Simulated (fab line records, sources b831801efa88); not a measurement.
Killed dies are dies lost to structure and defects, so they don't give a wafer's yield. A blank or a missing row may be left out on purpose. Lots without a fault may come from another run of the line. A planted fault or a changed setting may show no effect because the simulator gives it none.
fab line records | flow gf180mcu
record lots=5 wafers=15 last_day=33
route steps=602 shown MIM@513 M5@526 V5@540
lots that met no fault: from a run of the same line without faults
start_h: hours from the record's first day to the start of the lot's first wafer shown | wait_h: hours since the lot's step before | " the same as in the row above | L1.1+2: a row that stands for several wafers | - no value, or no start given | * or withheld: withheld | < > ~ a bound
route shown NAME@n: a module of which the file shows steps, and the number in the route of the first | usual: mean/standard deviation of fault-free wafers | same: alike in all rows | chamber/n: place in a boat | sites: the reading at each site | _std_site: their standard deviation | _edge_site: outer sites' mean less inner sites' | radius_mm: how far each site lies from the wafer's centre | mask NAME#n: copy n | behind: the tool/chamber that last shaped the wafer | hold: why the lot was held/for how many hours/how that ended | device: the transistor (n, p or np) that didn't switch | end of line: the same wafers' tests at the end of the route | a step without rows: its recipe alone | killed: dies lost to structure and defects at the first sort, not the wafer's yield | map: a wafer's dies, x killed, . not, _ none there
set.NAME: the setting as run; set.NAME@STEP: as run at that earlier step | model.NAME: the simulator's own value behind a step, which no gauge read
lots at some steps of the route; a table a step, a row a wafer
services: from which hour (start_h, from the record's first day; less than 0 if before it) a tool's chamber was out of use, for how many hours, and why
## steps
# step GF_MIM_RS_MEAS_10
# recipe thk_meas_gauge=four-point-probe reads=TiN_of_MIM_SPUTTER_09+AlCu_of_MIM_SPUTTER_08+TiN_of_MIM_SPUTTER_07
# usual MIM_ALCU_RS=0.1612/0.0016
# columns lot.wafer tool chamber start_h wait_h MIM_ALCU_RS[ohm/sq]
L084.3 film_metro-04 - 648.56 0.1 0.1622
L084.5 " - " " 0.1612
L084.6 " - " " 0.1618
L088.1 film_metro-01 - 673.69 0.0 0.1611
L088.3 " - " " 0.1594
L088.6 " - " " 0.1606
L089.2 film_metro-04 - 679.18 0.0 0.1594
L089.3 " - " " 0.1602
L089.6 " - " " 0.1588
L091.1 film_metro-01 - 690.87 0.0 0.1607
L091.4 " - " " 0.1609
L091.5 " - " " 0.1610
L094.1 film_metro-04 - 711.42 0.0 0.1603
L094.2 " - " " 0.1615
L094.3 " - " " 0.1593
# step GF_MIM_THK_MEAS_11
# recipe thk_meas_gauge=xrf reads=AlCu_of_MIM_SPUTTER_08
# usual MIM_ALCU_THK=199.2/2
# columns lot.wafer tool chamber start_h wait_h MIM_ALCU_THK[nm]
L084.3 film_metro-04 - 648.66 0.1 200.9
L084.5 " - " " 199.8
L084.6 " - " " 201.5
L088.1 film_metro-01 - 673.81 0.1 199.8
L088.3 " - " " 199.8
L088.6 " - " " 200.1
L089.2 film_metro-04 - 679.29 0.1 202.4
L089.3 " - " " 203.2
L089.6 " - " " 203.1
L091.1 film_metro-01 - 690.99 0.1 199.3
L091.4 " - " " 199.4
L091.5 " - " " 198.3
L094.1 film_metro-04 - 711.54 0.1 201.4
L094.2 " - " " 200.3
L094.3 " - " " 202.6
# step GF_MIM_DEHYDRATE_12
# recipe temp_c=200 time_s=60
# same time_s=60
# columns lot.wafer tool chamber start_h wait_h
L084.3+5+6 litho_track-04 0 657.44 8.8
L088.1+3+6 litho_track-04 0 682.64 8.8
L089.2+3+6 litho_track-01 0 688.51 9.2
L091.1+4+5 litho_track-04 0 699.54 8.5
L094.1+2+3 litho_track-02 0 719.98 8.4
# step GF_MIM_HMDS_13
# recipe prime_time_s=60 prime_temp_c=120
# columns lot.wafer tool chamber start_h wait_h
L084.3+5+6 litho_track-04 0 657.59 0.1
L088.1+3+6 litho_track-04 0 682.79 0.1
L089.2+3+6 litho_track-01 0 688.66 0.1
L091.1+4+5 litho_track-04 0 699.69 0.1
L094.1+2+3 litho_track-02 0 720.13 0.1
# step GF_MIM_COAT_14
# recipe resist=NOVOLAK spin_rpm=3000 resist_thk_nm=1000
# columns lot.wafer tool chamber start_h wait_h
L084.3+5+6 litho_track-04 0 657.74 0.1
L088.1+3+6 litho_track-04 0 682.94 0.1
L089.2+3+6 litho_track-01 0 688.81 0.1
L091.1+4+5 litho_track-04 0 699.84 0.1
L094.1+2+3 litho_track-02 0 720.28 0.1
# step GF_MIM_SOFTBAKE_15
# recipe temp_c=90 time_s=60 resist=NOVOLAK
# same time_s=60
# columns lot.wafer tool chamber start_h wait_h
L084.3+5+6 litho_track-04 0 657.89 0.1
L088.1+3+6 litho_track-04 0 683.09 0.1
L089.2+3+6 litho_track-01 0 688.96 0.1
L091.1+4+5 litho_track-04 0 699.99 0.1
L094.1+2+3 litho_track-02 0 720.43 0.1
# step GF_MIM_EXPOSE_16
# recipe mask_id=FuseTop target_cd_nm=2000 na=0.6 source_shape=conventional sigma_outer=0.6 dose_mj=140
# columns lot.wafer tool chamber start_h wait_h mask
L084.3+5+6 iline_stepper-01 0 - - FuseTop#0
L088.1+3+6 iline_stepper-01 0 - - FuseTop#0
L089.2+3+6 iline_stepper-01 0 - - FuseTop#0
L091.1+4+5 iline_stepper-02 0 - - FuseTop#0
L094.1+2+3 iline_stepper-01 0 - - FuseTop#0
# step GF_MIM_PEB_17
# recipe temp_c=withheld time_s=* resist=NOVOLAK
# same time_s=*
# columns lot.wafer tool chamber start_h wait_h
L084.3+5+6 litho_track-04 0 - -
L088.1+3+6 litho_track-01 0 - -
L089.2+3+6 litho_track-01 0 - -
L091.1+4+5 litho_track-04 0 - -
L094.1+2+3 litho_track-04 0 - -
# step GF_MIM_DEVELOP_18
# recipe develop_time_s=60 dev_temp_c=23
# usual developer_temp_C=22.99/0.1
# columns lot.wafer tool chamber start_h wait_h developer_temp_C
L084.3 litho_track-04 0 667.69 0.1 22.92
L084.5 " 0 " " 22.93
L084.6 " 0 " " 22.93
L088.1 litho_track-01 0 692.53 0.1 23.02
L088.3 " 0 " " 23.05
L088.6 " 0 " " 22.83
L089.2 litho_track-01 0 697.36 0.1 22.84
L089.3 " 0 " " 22.88
L089.6 " 0 " " 22.97
L091.1 litho_track-04 0 709.14 0.1 23.03
L091.4 " 0 " " 23.03
L091.5 " 0 " " 22.97
L094.1 litho_track-04 0 728.84 0.1 22.93
L094.2 " 0 " " 22.89
L094.3 " 0 " " 22.87
# step GF_MIM_METAL_ETCH_19
# recipe chemistry=Cl2/BCl3 mask_material=NOVOLAK stop_on=Si3N4 target_depth_nm=324.5 pressure_mtorr=8 icp_w=800 bias_w=140 Cl2_flow_sccm=80 bcl3_flow_sccm=40 time_s=54.1
# usual drypump_motor_current_A=5.8/0.48 he_backside_leak_sccm=3.28/0.19 oes_product_au=0.939/0.006 throttle_valve_pct=28.287/0.01
# same time_s=54.1
# columns lot.wafer tool chamber start_h wait_h drypump_motor_current_A he_backside_leak_sccm oes_product_au rf_hours_counter_h throttle_valve_pct
L084.3 rie_metal-02 1 667.81 0.1 6.1 3.31 0.938 - 28.303
L084.5 " 0 " " 5.1 3.14 0.931 - 28.284
L084.6 " 1 " " 6.1 3.27 0.936 - 28.298
L088.1 rie_metal-04 1 692.68 0.1 6.6 3.54 0.947 15 28.283
L088.3 " 1 " " 6.6 3.41 0.942 - 28.276
L088.6 " 1 " " 6.6 3.55 0.934 - 28.280
L089.2 rie_metal-02 0 697.48 0.1 5.1 3.03 0.949 7 28.281
L089.3 " 1 " " 6.1 3.29 0.934 - 28.309
L089.6 " 0 " " 5.1 2.96 0.942 - 28.275
L091.1 rie_metal-02 0 709.29 0.1 5.1 3.07 0.932 7 28.288
L091.4 " 1 " " 6.1 3.13 0.940 - 28.271
L091.5 " 0 " " 5.1 3.07 0.939 - 28.283
L094.1 rie_metal-02 1 728.99 0.1 6.1 3.42 0.943 5 28.302
L094.2 " 0 " " 5.1 3.15 0.936 8 28.295
L094.3 " 1 " " 6.1 3.38 0.935 - 28.275
# step GF_MIM_STRIP_20
# recipe chemistry=O2/N2 power_w=1400 pressure_mtorr=1500 platen_temp_c=250 o2_flow_sccm=3000 n2_flow_sccm=300 overash_fraction=0.5
# usual drypump_motor_current_A=6.39/0.23 heater_power_w=352/27 oes_product_au=0.693/0.0046 strip_time_to_endpoint_s=11.24/0.038
# columns lot.wafer tool chamber start_h wait_h drypump_motor_current_A heater_power_w oes_product_au rf_hours_counter_h strip_time_to_endpoint_s
L084.3 plasma_asher-02 1 667.89 0.1 6.65 367 0.692 - 11.34
L084.5 " 0 " " 6.05 309 0.701 - 11.26
L084.6 " 1 " " 6.66 363 0.697 - 11.29
L088.1 plasma_asher-01 0 692.82 0.1 6.58 346 0.688 109 11.23
L088.3 " 1 " " 6.51 373 0.703 - 11.24
L088.6 " 0 " " 6.58 348 0.692 - 11.24
L089.2 plasma_asher-02 0 697.55 0.0 6.05 311 0.686 27 11.20
L089.3 " 1 " " 6.65 371 0.696 - 11.21
L089.6 " 0 " " 6.06 303 0.693 - 11.27
L091.1 plasma_asher-01 1 709.36 0.0 6.55 364 0.690 111 11.16
L091.4 " 1 " " 6.51 379 0.690 - 11.24
L091.5 " 0 " " 6.56 357 0.689 - 11.16
L094.1 plasma_asher-02 1 729.06 0.0 6.64 358 0.691 30 11.19
L094.2 " 0 " " 6.09 309 0.697 30 11.17
L094.3 " 1 " " 6.65 365 0.691 - 11.18
# step GF_MIM_STRIP_21
# recipe chemistry=post_etch_residue_remover time_s=1200 temp_c=72.5
# same time_s=1200
# columns lot.wafer tool chamber start_h wait_h
L084.3+5+6 wet_bench-02 3 667.96 0.0
L088.1+3+6 wet_bench-04 0 692.92 0.1
L089.2+3+6 wet_bench-02 3 697.65 0.1
L091.1+4+5 wet_bench-04 1 709.46 0.1
L094.1+2+3 wet_bench-04 2 729.16 0.1
# step GF_MIM_CLEAN_22
# recipe chemistry=DIW dry=n2_spin
# columns lot.wafer tool chamber start_h wait_h
L084.3+5+6 wet_bench-03 3 668.30 0.0
L088.1+3+6 wet_bench-03 3 693.30 0.0
L089.2+3+6 wet_bench-04 2 698.03 0.0
L091.1+4+5 wet_bench-03 2 709.86 0.0
L094.1+2+3 wet_bench-03 0 729.50 0.0
# step GF_M5_DEHYDRATE_00
# recipe temp_c=200 time_s=60
# same time_s=60
# columns lot.wafer tool chamber start_h wait_h
L084.3+5+6 litho_track-04 0 676.69 8.3
L088.1+3+6 litho_track-03 0 702.05 8.7
L089.2+3+6 litho_track-04 0 706.61 8.5
L091.1+4+5 litho_track-03 0 718.40 8.4
L094.1+2+3 litho_track-01 0 737.23 7.6
# step GF_M5_HMDS_01
# recipe prime_time_s=60 prime_temp_c=120
# columns lot.wafer tool chamber start_h wait_h
L084.3+5+6 litho_track-04 0 676.84 0.1
L088.1+3+6 litho_track-03 0 702.20 0.1
L089.2+3+6 litho_track-04 0 706.76 0.1
L091.1+4+5 litho_track-03 0 718.55 0.1
L094.1+2+3 litho_track-01 0 737.38 0.1
# step GF_M5_COAT_02
# recipe resist=KrF spin_rpm=withheld resist_thk_nm=1000
# columns lot.wafer tool chamber start_h wait_h
L084.3+5+6 litho_track-04 0 676.99 0.1
L088.1+3+6 litho_track-03 0 702.35 0.1
L089.2+3+6 litho_track-04 0 706.91 0.1
L091.1+4+5 litho_track-03 0 718.70 0.1
L094.1+2+3 litho_track-01 0 737.53 0.1
# step GF_M5_SOFTBAKE_03
# recipe temp_c=130 time_s=60 resist=KrF
# same time_s=60
# columns lot.wafer tool chamber start_h wait_h
L084.3+5+6 litho_track-04 0 677.14 0.1
L088.1+3+6 litho_track-03 0 702.50 0.1
L089.2+3+6 litho_track-04 0 707.06 0.1
L091.1+4+5 litho_track-03 0 718.85 0.1
L094.1+2+3 litho_track-01 0 737.68 0.1
# step GF_M5_EXPOSE_04
# recipe mask_id=Metal5 target_cd_nm=280 na=0.68 source_shape=conventional sigma_outer=0.6 dose_mj=28
# columns lot.wafer tool chamber start_h wait_h mask
L084.3+5+6 krf_scanner-02 0 - - Metal5#0
L088.1+3+6 krf_scanner-02 0 - - Metal5#0
L089.2+3+6 krf_scanner-02 0 - - Metal5#0
L091.1+4+5 krf_scanner-01 0 - - Metal5#0
L094.1+2+3 krf_scanner-01 0 - - Metal5#0
# step GF_M5_PEB_05
# recipe peb_temp_c=135 peb_time_s=90 resist=KrF
# columns lot.wafer tool chamber start_h wait_h
L084.3+5+6 litho_track-01 0 - -
L088.1+3+6 litho_track-03 0 - -
L089.2+3+6 litho_track-01 0 - -
L091.1+4+5 litho_track-04 0 - -
L094.1+2+3 litho_track-03 0 - -
# step GF_M5_DEVELOP_06
# recipe develop_time_s=60 dev_temp_c=21
# usual developer_temp_C=21.00/0.1
# columns lot.wafer tool chamber start_h wait_h developer_temp_C
L084.3 litho_track-01 0 686.93 0.1 21.01
L084.5 " 0 " " 21.17
L084.6 " 0 " " 21.02
L088.1 litho_track-03 0 711.15 0.2 21.07
L088.3 " 0 " " 21.01
L088.6 " 0 " " 21.14
L089.2 litho_track-01 0 715.86 0.2 20.94
L089.3 " 0 " " 21.00
L089.6 " 0 " " 20.88
L091.1 litho_track-04 0 727.89 0.2 21.08
L091.4 " 0 " " 20.98
L091.5 " 0 " " 20.84
L094.1 litho_track-03 0 746.10 0.2 20.87
L094.2 " 0 " " 20.98
L094.3 " 0 " " 21.08
# step GF_M5_CD_MEAS_07
# recipe target_cd_nm=280
# usual cd_nm=279.6/0.96
# columns lot.wafer tool chamber start_h wait_h cd_nm
L084.3 cd_sem-02 - 687.07 0.1 279.2
L084.5 " - " " 278.9
L084.6 " - " " 280.0
L088.1 cd_sem-01 - 711.30 0.1 281.0
L088.3 " - " " 281.2
L088.6 " - " " 279.5
L089.2 cd_sem-01 - 716.00 0.1 280.3
L089.3 " - " " 280.0
L089.6 " - " " 279.1
L091.1 cd_sem-02 - 728.04 0.1 280.4
L091.4 " - " " 280.6
L091.5 " - " " 280.8
L094.1 cd_sem-02 - 746.25 0.1 280.3
L094.2 " - " " 280.4
L094.3 " - " " 280.1
# step GF_M5_OVL_MEAS_08
# usual M5_OVL=-2/5
# columns lot.wafer tool chamber start_h wait_h M5_OVL[nm]
L084.3 overlay-02 - 687.17 0.1 -11
L084.5 " - " " -10
L084.6 " - " " -3
L088.1 overlay-01 - 711.42 0.1 -8
L088.3 " - " " -6
L088.6 " - " " -4
L089.2 overlay-01 - 716.11 0.1 1
L089.3 " - " " -4
L089.6 " - " " 2
L091.1 overlay-02 - 728.16 0.1 -4
L091.4 " - " " 1
L091.5 " - " " 6
L094.1 overlay-01 - 746.37 0.1 3
L094.2 " - " " 1
L094.3 " - " " 4
# step GF_M5_ETCH_09
# recipe chemistry=CF4/O2 target=Si3N4 target_depth_nm=52 source_w=800 bias_w=150 pressure_mtorr=150 cf4_flow_sccm=80 O2_flow_sccm=10 time_s=11.6
# usual drypump_motor_current_A=5.8/0.48 oes_product_au=0.999/0.007 throttle_valve_pct=5.972/0.0099
# same time_s=11.6
# columns lot.wafer tool chamber start_h wait_h drypump_motor_current_A oes_product_au rf_hours_counter_h throttle_valve_pct
L084.3 rie_diel-03 0 687.19 0.0 5.2 1.006 10 5.975
L084.5 " 3 " " 5.7 1.005 - 5.970
L084.6 " 2 " " 5.5 1.000 - 5.965
L088.1 rie_diel-02 1 711.46 0.0 6.3 1.007 36 5.984
L088.3 " 3 " " 5.0 0.992 16 5.987
L088.6 " 3 " " 5.0 0.992 - 5.963
L089.2 rie_diel-03 3 716.14 0.0 5.8 1.013 15 5.974
L089.3 " 1 " " 6.2 0.996 11 5.967
L089.6 " 0 " " 5.3 1.003 - 5.970
L091.1 rie_diel-01 3 728.19 0.0 6.3 1.002 17 5.973
L091.4 " 0 " " 6.1 0.992 10 5.967
L091.5 " 2 " " 5.6 1.007 - 5.964
L094.1 rie_diel-02 3 746.40 0.0 5.0 0.996 18 5.998
L094.2 " 2 " " 6.7 0.999 17 5.969
L094.3 " 1 " " 6.3 0.997 38 5.973
# step GF_M5_METAL_ETCH_10
# recipe chemistry=Cl2/BCl3 mask_material=KrF target_depth_nm=750.8 stop_on=SiO2 pressure_mtorr=8 icp_w=800 bias_w=140 Cl2_flow_sccm=80 bcl3_flow_sccm=40 time_s=125.1
# usual drypump_motor_current_A=5.8/0.36 he_backside_leak_sccm=3.42/0.29 oes_product_au=0.989/0.0049 throttle_valve_pct=28.231/0.011
# same time_s=125.1
# columns lot.wafer tool chamber start_h wait_h drypump_motor_current_A he_backside_leak_sccm oes_product_au rf_hours_counter_h throttle_valve_pct
L084.3 rie_metal-04 1 687.30 0.1 6.6 3.60 0.988 - 28.232
L084.5 " 1 " " 6.6 3.65 0.993 - 28.232
L084.6 " 1 " " 6.6 3.62 0.988 - 28.246
L088.1 rie_metal-03 1 711.48 0.0 5.9 3.23 0.992 9 28.228
L088.3 " 1 " " 5.9 3.24 0.990 - 28.215
L088.6 " 1 " " 5.9 3.26 0.990 - 28.230
L089.2 rie_metal-04 0 716.16 0.0 5.7 3.58 0.989 1 28.226
L089.3 " 1 " " 6.6 3.53 0.985 - 28.233
L089.6 " 0 " " 5.7 3.45 0.993 - 28.233
L091.1 rie_metal-03 0 728.21 0.0 5.5 3.52 0.984 12 28.252
L091.4 " 0 " " 5.4 3.56 0.988 - 28.229
L091.5 " 0 " " 5.5 3.60 0.983 - 28.231
L094.1 rie_metal-03 1 746.43 0.0 5.9 3.08 0.984 11 28.230
L094.2 " 0 " " 5.4 3.47 0.996 13 28.239
L094.3 " 0 " " 5.4 3.93 0.986 - 28.233
# step GF_M5_STRIP_11
# recipe chemistry=O2/N2 power_w=1400 pressure_mtorr=1500 platen_temp_c=250 o2_flow_sccm=3000 n2_flow_sccm=300 overash_fraction=0.5
# usual drypump_motor_current_A=6.34/0.27 heater_power_w=344/29 oes_product_au=0.524/0.0046 strip_time_to_endpoint_s=7.06/0.039
# columns lot.wafer tool chamber start_h wait_h drypump_motor_current_A heater_power_w oes_product_au rf_hours_counter_h strip_time_to_endpoint_s
L084.3 plasma_asher-01 1 687.51 0.2 6.58 374 0.527 - 7.17
L084.5 " 1 " " 6.55 378 0.521 - 7.09
L084.6 " 0 " " 6.55 357 0.527 - 7.16
L088.1 plasma_asher-03 0 711.61 0.1 5.93 365 0.526 59 7.03
L088.3 " 0 " " 5.93 366 0.517 - 7.05
L088.6 " 0 " " 5.93 368 0.529 - 7.01
L089.2 plasma_asher-01 0 716.29 0.1 6.57 359 0.526 112 7.09
L089.3 " 1 " " 6.55 369 0.526 - 7.12
L089.6 " 1 " " 6.56 372 0.519 - 7.08
L091.1 plasma_asher-03 1 728.34 0.1 6.26 297 0.522 60 7.08
L091.4 " 0 " " 5.92 365 0.531 - 7.11
L091.5 " 0 " " 5.94 367 0.519 - 7.08
L094.1 plasma_asher-01 0 746.56 0.1 6.53 353 0.527 0 7.07
L094.2 " 1 " " 6.49 371 0.526 0 7.09
L094.3 " 1 " " 6.53 374 0.516 - 7.07
# step GF_M5_STRIP_12
# recipe chemistry=post_etch_residue_remover time_s=1200 temp_c=72.5
# same time_s=1200
# columns lot.wafer tool chamber start_h wait_h
L084.3+5+6 wet_bench-01 0 687.57 0.0
L088.1+3+6 wet_bench-02 3 711.73 0.1
L089.2+3+6 wet_bench-01 0 716.39 0.1
L091.1+4+5 wet_bench-01 3 728.44 0.1
L094.1+2+3 wet_bench-04 3 746.66 0.1
# step GF_M5_CLEAN_13
# recipe chemistry=DIW dry=n2_spin
# columns lot.wafer tool chamber start_h wait_h
L084.3+5+6 wet_bench-04 2 688.26 0.0
L088.1+3+6 wet_bench-01 2 712.07 0.0
L089.2+3+6 wet_bench-02 2 716.73 0.0
L091.1+4+5 wet_bench-04 3 728.79 0.0
L094.1+2+3 wet_bench-02 1 747.00 0.0
# step GF_V5_CVD_00
# recipe material=SiO2 target_thk_nm=300 sigma_open_frac=0.3 temp_c=400 time_s=50 sih4_flow_sccm=60 pressure_mtorr=6
# same time_s=50
# columns lot.wafer tool chamber start_h wait_h
L084.3+5+6 hdpcvd-02 1,0,1 688.35 0.0
L088.1+3+6 hdpcvd-01 2,1,0 712.17 0.0
L089.2+3+6 hdpcvd-01 1,0,0 716.83 0.0
L091.1+4+5 hdpcvd-02 2,0,2 728.88 0.0
L094.1+2+3 hdpcvd-02 2,1,0 747.09 0.0
# step GF_V5_THK_MEAS_01
# recipe reads=SiO2_of_V5_CVD_00
# usual V5_CVD_00_THK=299/3.4
# columns lot.wafer tool chamber start_h wait_h V5_CVD_00_THK[nm]
L084.3 film_metro-02 - 688.41 0.0 303
L084.5 " - " " 305
L084.6 " - " " 302
L088.1 film_metro-01 - 712.21 0.0 300
L088.3 " - " " 299
L088.6 " - " " 302
L089.2 film_metro-01 - 716.88 0.0 294
L089.3 " - " " 301
L089.6 " - " " 299
L091.1 film_metro-03 - 728.92 0.0 300
L091.4 " - " " 305
L091.5 " - " " 302
L094.1 film_metro-02 - 747.13 0.0 302
L094.2 " - " " 295
L094.3 " - " " 299
# step GF_V5_CVD_02
# recipe material=SiO2 target_thk_nm=1450 precursor=TEOS temp_c=400 time_s=163.28 rf_w=600
# usual heater_power_w=659/97
# same time_s=163.28
# columns lot.wafer tool chamber start_h wait_h heater_power_w
L084.3 pecvd-04 0 688.45 0.0 767
L084.5 " 0 " " 581
L084.6 " 1 " " 850
L088.1 pecvd-04 0 712.27 0.1 695
L088.3 " 2 " " 629
L088.6 " 2 " " 726
L089.2 pecvd-01 2 716.93 0.0 689
L089.3 " 0 " " 599
L089.6 " 0 " " 490
L091.1 pecvd-04 1 728.98 0.1 859
L091.4 " 1 " " 704
L091.5 " 0 " " 609
L094.1 pecvd-04 2 747.19 0.1 710
L094.2 " 1 " " 798
L094.3 " 0 " " 710
# step GF_V5_THK_MEAS_03
# recipe reads=SiO2_of_V5_CVD_02
# usual V5_CVD_02_THK=1453/17
# columns lot.wafer tool chamber start_h wait_h V5_CVD_02_THK[nm]
L084.3 film_metro-02 - 688.58 0.1 1470
L084.5 " - " " 1484
L084.6 " - " " 1467
L088.1 film_metro-01 - 712.38 0.1 1445
L088.3 " - " " 1434
L088.6 " - " " 1456
L089.2 film_metro-03 - 717.05 0.1 1444
L089.3 " - " " 1433
L089.6 " - " " 1470
L091.1 film_metro-03 - 729.09 0.1 1439
L091.4 " - " " 1452
L091.5 " - " " 1480
L094.1 film_metro-03 - 747.30 0.1 1429
L094.2 " - " " 1447
L094.3 " - " " 1462
# step GF_V5_CMP_04
# recipe material=SiO2 down_force_psi=4 platen_rpm=60 pad_velocity_m_s=0.94248
# usual motor_current_A=12.2/1.5 slurry_filter_dp_kPa=13.51/0.13
# columns lot.wafer tool chamber start_h wait_h motor_current_A slurry_filter_dp_kPa
L084.3 cmp-01 2 688.72 0.1 13.1 13.47
L084.5 " 0 " " 10.1 13.45
L084.6 " 1 " " 12.2 13.40
L088.3 cmp-01 3 712.48 0.1 12.5 13.66
L088.1 " 1 " " 12.1 13.45
L088.6 " 3 " " 12.4 13.39
L089.3 cmp-01 3 717.15 0.1 11.9 13.49
L089.2 " 0 " " 10.3 13.56
L089.6 " 3 " " 12.3 13.55
L091.1 cmp-01 2 729.15 0.1 12.1 13.55
L091.4 " 0 " " 10.2 13.51
L091.5 " 3 " " 11.9 13.43
L094.2 cmp-01 3 747.54 0.2 12.6 13.30
L094.3 " 0 " " 10.4 13.43
L094.1 " 2 " " 11.8 13.53
# step GF_V5_BOW_MEAS_05
# recipe mode=bow
# usual V5_BOW=135/9.6
# columns lot.wafer tool chamber start_h wait_h V5_BOW[um]
L084.3 film_metro-01 - 688.96 0.2 131
L084.5 " - " " 142
L084.6 " - " " 133
L088.1 film_metro-02 - 712.78 0.1 133
L088.3 " - " " 133
L088.6 " - " " 129
L089.2 film_metro-02 - 717.44 0.2 139
L089.3 " - " " 144
L089.6 " - " " 141
L091.1 film_metro-01 - 729.45 0.2 134
L091.4 " - " " 147
L091.5 " - " " 149
L094.1 film_metro-02 - 747.84 0.1 142
L094.2 " - " " 148
L094.3 " - " " 152
# step GF_V5_DEHYDRATE_06
# recipe temp_c=200 time_s=60
# same time_s=60
# columns lot.wafer tool chamber start_h wait_h
L084.3+5+6 litho_track-04 0 697.34 8.4
L088.1+3+6 litho_track-03 0 721.00 8.2
L089.2+3+6 litho_track-03 0 725.82 8.4
L091.1+4+5 litho_track-03 0 737.30 7.8
L094.1+2+3 litho_track-02 0 755.18 7.3
# step GF_V5_HMDS_07
# recipe prime_time_s=60 prime_temp_c=120
# columns lot.wafer tool chamber start_h wait_h
L084.3+5+6 litho_track-04 0 697.49 0.1
L088.1+3+6 litho_track-03 0 721.15 0.1
L089.2+3+6 litho_track-03 0 725.97 0.1
L091.1+4+5 litho_track-03 0 737.45 0.1
L094.1+2+3 litho_track-02 0 755.33 0.1
# step GF_V5_COAT_08
# recipe resist=BARC temp_c=withheld time_s=withheld spin_rpm=withheld resist_thk_nm=withheld
# columns lot.wafer tool chamber start_h wait_h
L084.3+5+6 litho_track-04 0 697.64 0.1
L088.1+3+6 litho_track-03 0 721.30 0.1
L089.2+3+6 litho_track-03 0 726.12 0.1
L091.1+4+5 litho_track-03 0 737.60 0.1
L094.1+2+3 litho_track-02 0 755.48 0.1
# step GF_V5_COAT_09
# recipe resist=KrF spin_rpm=withheld resist_thk_nm=1000
# columns lot.wafer tool chamber start_h wait_h
L084.3+5+6 litho_track-04 0 - -
L088.1+3+6 litho_track-03 0 - -
L089.2+3+6 litho_track-03 0 - -
L091.1+4+5 litho_track-03 0 - -
L094.1+2+3 litho_track-02 0 - -
# step GF_V5_SOFTBAKE_10
# recipe temp_c=130 time_s=60 resist=KrF
# same time_s=60
# columns lot.wafer tool chamber start_h wait_h
L084.3+5+6 litho_track-04 0 - -
L088.1+3+6 litho_track-03 0 - -
L089.2+3+6 litho_track-03 0 - -
L091.1+4+5 litho_track-03 0 - -
L094.1+2+3 litho_track-02 0 - -
# step GF_V5_EXPOSE_11
# recipe mask_id=Via5 target_cd_nm=260 na=0.68 source_shape=conventional sigma_outer=0.6 dose_mj=38
# columns lot.wafer tool chamber start_h wait_h mask
L084.3+5+6 krf_scanner-01 0 - - Via5#0
L088.1+3+6 krf_scanner-02 0 - - Via5#0
L089.2+3+6 krf_scanner-01 0 - - Via5#0
L091.1+4+5 krf_scanner-02 0 - - Via5#0
L094.1+2+3 krf_scanner-02 0 - - Via5#0
# step GF_V5_PEB_12
# recipe peb_temp_c=135 peb_time_s=90 resist=KrF
# columns lot.wafer tool chamber start_h wait_h
L084.3+5+6 litho_track-02 0 - -
L088.1+3+6 litho_track-02 0 - -
L089.2+3+6 litho_track-04 0 - -
L091.1+4+5 litho_track-04 0 - -
L094.1+2+3 litho_track-04 0 - -
# step GF_V5_DEVELOP_13
# recipe develop_time_s=60 resist=KrF dev_temp_c=21
# usual developer_temp_C=21.00/0.098
# columns lot.wafer tool chamber start_h wait_h developer_temp_C
L084.3 litho_track-02 0 706.68 0.1 21.03
L084.5 " 0 " " 21.02
L084.6 " 0 " " 21.06
L088.1 litho_track-02 0 730.63 0.2 21.19
L088.3 " 0 " " 21.12
L088.6 " 0 " " 20.99
L089.2 litho_track-04 0 735.11 0.2 20.76
L089.3 " 0 " " 20.90
L089.6 " 0 " " 21.07
L091.1 litho_track-04 0 746.28 0.2 20.94
L091.4 " 0 " " 20.92
L091.5 " 0 " " 20.81
L094.1 litho_track-04 0 763.48 0.2 21.08
L094.2 " 0 " " 21.01
L094.3 " 0 " " 20.93
# step GF_V5_CD_MEAS_14
# recipe target_cd_nm=260
# usual cd_nm=260.5/1.1
# columns lot.wafer tool chamber start_h wait_h cd_nm
L084.3 cd_sem-01 - 706.82 0.1 259.5
L084.5 " - " " 259.9
L084.6 " - " " 260.9
L088.1 cd_sem-01 - 730.78 0.1 262.1
L088.3 " - " " 261.3
L088.6 " - " " 260.7
L089.2 cd_sem-01 - 735.25 0.1 258.3
L089.3 " - " " 259.5
L089.6 " - " " 259.7
L091.1 cd_sem-01 - 746.43 0.1 262.5
L091.4 " - " " 261.2
L091.5 " - " " 261.8
L094.1 cd_sem-01 - 763.63 0.1 260.1
L094.2 " - " " 259.6
L094.3 " - " " 260.0
# step GF_V5_OVL_MEAS_15
# usual V5_OVL=4/5.3
# columns lot.wafer tool chamber start_h wait_h V5_OVL[nm]
L084.3 overlay-02 - 706.92 0.1 3
L084.5 " - " " 0
L084.6 " - " " -5
L088.1 overlay-02 - 730.90 0.1 8
L088.3 " - " " 9
L088.6 " - " " -1
L089.2 overlay-02 - 735.36 0.1 7
L089.3 " - " " 10
L089.6 " - " " 6
L091.1 overlay-02 - 746.55 0.1 2
L091.4 " - " " 6
L091.5 " - " " -3
L094.1 overlay-02 - 763.75 0.1 -2
L094.2 " - " " 11
L094.3 " - " " -5
## services
# columns tool chamber start_h hours kind
cmp-01 - 634.23 2.9 pm
rie_metal-04 - 636.35 2.8 pm
iline_stepper-01 - 643.07 1.7 pm
plasma_asher-03 - 646.72 3.4 repair
krf_scanner-01 - 648.83 0.2 repair
cmp-01 - 649.20 0.3 repair
krf_scanner-01 - 654.05 0.8 pm
wet_bench-01 - 657.91 3.6 repair
wet_bench-04 - 662.34 1.8 repair
iline_stepper-01 - 667.47 2.4 repair
plasma_asher-02 - 667.96 2.8 pm
plasma_asher-02 - 673.29 1.2 repair
krf_scanner-01 - 678.14 4.4 pm
rie_metal-02 1 697.77 4.8 repair
rie_metal-02 - 718.80 0.7 repair
krf_scanner-02 - 720.39 1.3 pm
iline_stepper-01 - 731.19 0.8 repair
plasma_asher-01 - 733.75 9.0 pm
pecvd-04 - 734.90 1.1 repair
plasma_asher-02 - 741.93 4.0 pm
krf_scanner-02 - 747.43 1.0 pm
krf_scanner-01 - 754.07 1.3 pm
cmp-01 - 757.53 1.3 repair
krf_scanner-01 - 759.48 1.0 pm
## key
fault none
